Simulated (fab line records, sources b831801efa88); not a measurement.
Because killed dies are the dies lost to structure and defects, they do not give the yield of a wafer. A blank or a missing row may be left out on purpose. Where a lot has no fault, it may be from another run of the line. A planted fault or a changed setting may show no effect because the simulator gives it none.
The tool behind it: which one? :: flow gf180mcu :: 11 lots, 33 wafers sampled, at 4 steps of a route of 602

## WHAT EACH GAUGE READ, for each wafer
GF_HV_LDD_TW_MEAS_11.
lot: L902
measured: day 10 20:37
on: filmMetro-03
HV_LDD_TW: 2448 2446 2441

lot: L903
measured: day 11 02:18
on: filmMetro-01
HV_LDD_TW: 2400 2383 2403

lot: L904
measured: day 11 15:58
on: filmMetro-03
HV_LDD_TW: 2435 2418 2435

lot: L907
measured: day 12 06:20
on: filmMetro-01
HV_LDD_TW: 2402 2412 2407

lot: L909
measured: day 12 20:55
on: filmMetro-04
HV_LDD_TW: 2210 2218 2201

lot: L911
measured: day 13 12:41
on: filmMetro-03
HV_LDD_TW: 2206 2204 2228

lot: L916
measured: day 14 23:40
on: filmMetro-01
HV_LDD_TW: 2407 2411 2402

lot: L920
measured: day 16 03:01
on: filmMetro-03
HV_LDD_TW: 2422 2437 2430

lot: L921
measured: day 16 12:50
on: filmMetro-03
HV_LDD_TW: 2426 2452 2444

lot: L922
measured: day 16 19:56
on: filmMetro-03
HV_LDD_TW: 2448 2435 2436

lot: L923
measured: day 17 04:04
on: filmMetro-01
HV_LDD_TW: 2400 2408 2404

## TOOL THAT RAN EACH LOT (tool first, then ch and the chambers of the sampled wafers, then the start)
lot: L902
GF_DUAL_GATE_STRIP_13: plasmaAsher-01 ch 0,1, day 9 02:19
GF_HV_LDD_IMPLANT_09: implanter-04 ch 0, day 10 20:25
GF_HV_LDD_STRIP_10: plasmaAsher-04 ch 0,1, day 10 20:31

lot: L903
GF_DUAL_GATE_STRIP_13: plasmaAsher-03 ch 0,1, day 9 07:20
GF_HV_LDD_IMPLANT_09: implanter-02 ch 0, day 11 02:03
GF_HV_LDD_STRIP_10: plasmaAsher-03 ch 0,1, day 11 02:12

lot: L904
GF_DUAL_GATE_STRIP_13: plasmaAsher-02 ch 0,1, day 9 19:47
GF_HV_LDD_IMPLANT_09: implanter-03 ch 0, day 11 15:43
GF_HV_LDD_STRIP_10: plasmaAsher-03 ch 0,1, day 11 15:52

lot: L907
GF_DUAL_GATE_STRIP_13: plasmaAsher-01 ch 0,1, day 10 10:29
GF_HV_LDD_IMPLANT_09: implanter-02 ch 0, day 12 06:05
GF_HV_LDD_STRIP_10: plasmaAsher-04 ch 0,1, day 12 06:14

lot: L909
GF_DUAL_GATE_STRIP_13: plasmaAsher-02 ch 0,1, day 10 22:47
GF_HV_LDD_IMPLANT_09: implanter-04 ch 0, day 12 20:41
GF_HV_LDD_STRIP_10: plasmaAsher-01 ch 0,1, day 12 20:49

lot: L911
GF_DUAL_GATE_STRIP_13: plasmaAsher-02 ch 1, day 11 14:02
GF_HV_LDD_IMPLANT_09: implanter-04 ch 0, day 13 12:27
GF_HV_LDD_STRIP_10: plasmaAsher-01 ch 0,1, day 13 12:35

lot: L916
GF_DUAL_GATE_STRIP_13: plasmaAsher-03 ch 0,1, day 12 21:35
GF_HV_LDD_IMPLANT_09: implanter-02 ch 0, day 14 23:25
GF_HV_LDD_STRIP_10: plasmaAsher-04 ch 0,1, day 14 23:34

lot: L920
GF_DUAL_GATE_STRIP_13: plasmaAsher-03 ch 0,1, day 14 01:47
GF_HV_LDD_IMPLANT_09: implanter-02 ch 0, day 16 02:46
GF_HV_LDD_STRIP_10: plasmaAsher-01 ch 0,1, day 16 02:55

lot: L921
GF_DUAL_GATE_STRIP_13: plasmaAsher-01 ch 0,1, day 14 08:50
GF_HV_LDD_IMPLANT_09: implanter-04 ch 0, day 16 12:35
GF_HV_LDD_STRIP_10: plasmaAsher-01 ch 0,1, day 16 12:44

lot: L922
GF_DUAL_GATE_STRIP_13: plasmaAsher-02 ch 0,1, day 14 16:14
GF_HV_LDD_IMPLANT_09: implanter-03 ch 0, day 16 19:41
GF_HV_LDD_STRIP_10: plasmaAsher-03 ch 0,1, day 16 19:50

lot: L923
GF_DUAL_GATE_STRIP_13: plasmaAsher-01 ch 0,1, day 15 01:21
GF_HV_LDD_IMPLANT_09: implanter-04 ch 0, day 17 03:50
GF_HV_LDD_STRIP_10: plasmaAsher-01 ch 0,1, day 17 03:58
- GF_DUAL_GATE_STRIP_13: strips in O2/N2.
- GF_HV_LDD_IMPLANT_09
- GF_HV_LDD_STRIP_10: strips in O2/N2.

## THE ANSWER, worked out from the rows above alone
Rule: the usual values come from the lots themselves. The widest of any qualifying gaps counts: lots, ordered by their means at a reading, are off when they make up no more than a third of the lots, leave a main group of 4 or more, and stand apart from it by 3 or more times the standard deviation of that group's means. If all means in a main group match to the digits the tables above print for the reading, that group is not used. Also off: a lot with no number at a reading for which 4 or more lots have one. The other lots that the step has rows for count as sound.
Off: at GF_HV_LDD_TW_MEAS_11 (HV_LDD_TW), L909, L911. The main group: mean 2422, standard deviation 18.
If a tool, at a process step before that reading, ran all the lots that are off and no sound lot after the first of them, it fits. The gauges at GF_HV_LDD_TW_MEAS_11 are tried like those tools. Of those tried, none fits.

## WHAT THE SIMULATOR HAD INSERTED
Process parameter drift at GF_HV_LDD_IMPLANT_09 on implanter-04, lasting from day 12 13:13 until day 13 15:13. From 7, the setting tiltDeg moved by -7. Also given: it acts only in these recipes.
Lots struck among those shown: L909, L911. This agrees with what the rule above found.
